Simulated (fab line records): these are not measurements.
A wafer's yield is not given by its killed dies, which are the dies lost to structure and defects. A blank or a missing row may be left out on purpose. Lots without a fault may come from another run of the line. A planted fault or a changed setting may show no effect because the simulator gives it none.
Split-lot trial ; flow gf180mcu ; 23 wafers read across 5 lots, on a route 602 steps long

ABOUT THE SPLIT
At GF_V5_SPUTTER_22 (material TiN, target thk 10 nm, time 40 s), the setting powerW was moved away from the recipe's 4000 W on 5 of the 23 wafers read, by -4.1% to +11.6%. This setting was run at the recipe's value on the other wafers.

The reading comes from the split's own step.

THE READING
TiN_of_V5_SPUTTER_22.thkNm (the simulator's own value, which no gauge read), in nm, at GF_V5_SPUTTER_22 (material TiN, target thk 10 nm, time 40 s). The file gives no usual value for it. The 18 wafers here that ran the recipe average 10.096 nm, standard deviation 0.25 nm.

wafer;tool, chamber at the split;powerW as run, W;against the recipe;TiN_of_V5_SPUTTER_22.thkNm, nm;against lot-mates on the recipe
L076.1;pvdSputter-03, -;4000;recipe;10.03;-
L076.2;pvdSputter-03, -;4000;recipe;10.09;-
L076.3;pvdSputter-03, -;4000;recipe;10.18;-
L076.5;pvdSputter-03, -;3834;-4.1%;9.7;-0.400
L076.6;pvdSputter-03, -;3834;-4.1%;9.665;-0.435
L078.1;pvdSputter-02, -;4000;recipe;9.781;-
L078.2;pvdSputter-02, -;4465;+11.6%;10.97;+1.194
L078.3;pvdSputter-02, -;4465;+11.6%;10.83;+1.054
L078.4;pvdSputter-02, -;4465;+11.6%;10.98;+1.204
L078.6;pvdSputter-02, -;4000;recipe;9.771;-
L080.1;pvdSputter-03, -;4000;recipe;9.795;-
L080.3;pvdSputter-03, -;4000;recipe;9.972;-
L080.5;pvdSputter-03, -;4000;recipe;9.976;-
L081.1;pvdSputter-04, -;4000;recipe;10.41;-
L081.2;pvdSputter-04, -;4000;recipe;10.42;-
L081.3;pvdSputter-04, -;4000;recipe;10.57;-
L081.4;pvdSputter-04, -;4000;recipe;10.36;-
L081.6;pvdSputter-04, -;4000;recipe;10.52;-
L085.1;pvdSputter-02, -;4000;recipe;10.03;-
L085.2;pvdSputter-02, -;4000;recipe;9.924;-
L085.3;pvdSputter-02, -;4000;recipe;9.993;-
L085.5;pvdSputter-02, -;4000;recipe;9.998;-
L085.6;pvdSputter-02, -;4000;recipe;9.9;-

FIT RESULTS
A straight line over all 23 wafers: TiN_of_V5_SPUTTER_22.thkNm changes by +0.0745 nm for each +1% of powerW; r = +0.82; the points scatter about the line by 0.23 nm.
The same after taking each lot's own level away (the mean of its wafers on the recipe; 23 wafers): +0.0992 nm for each +1%; r = +0.99; scatter 0.065 nm.
On that fit, the largest move of powerW shifts the reading by 1.2 nm.
Measured against the standard deviation above, the lots' own levels, which go from 9.7760 to 10.4560 nm, span 2.7 times it.
So the lot-to-lot level changes the slope: the two fits differ.
Check: +1.13 nm against its lot-mates is what the line predicts for one of the wafers moved furthest among these (+11.6%) when that wafer is left out of the fit. Against them it came out at +1.19 nm.

THE OTHER SPLITS THESE WAFERS WENT THROUGH
Before the reading, these wafers also passed through other splits. Each is held against what the fit with the lots' levels taken away leaves over:
other split on the same wafers;wafers away from the commonest value;r with TiN_of_V5_SPUTTER_22.thkNm (lot level and that fit taken away)
GF_V3_CVD_23 tempC;11;+0.01
GF_M4_SPUTTER_00 timeS;9;+0.02
GF_M4_METAL_ETCH_16 timeS;10;-0.10
GF_V4_COAT_09 resistThkNm;6;-0.24
GF_V4_SPUTTER_21 timeS;8;-0.11
GF_MIM_SPUTTER_02 timeS;6;-0.04
GF_MIM_SPUTTER_08 powerW;10;+0.09
GF_MIM_METAL_ETCH_19 timeS;6;+0.20
GF_M5_METAL_ETCH_10 icpW;7;-0.38

FILE'S OWN FIT
TiN_of_V5_SPUTTER_22.thkNm changes by +0.0993 nm for each +1% of powerW, r = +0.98.
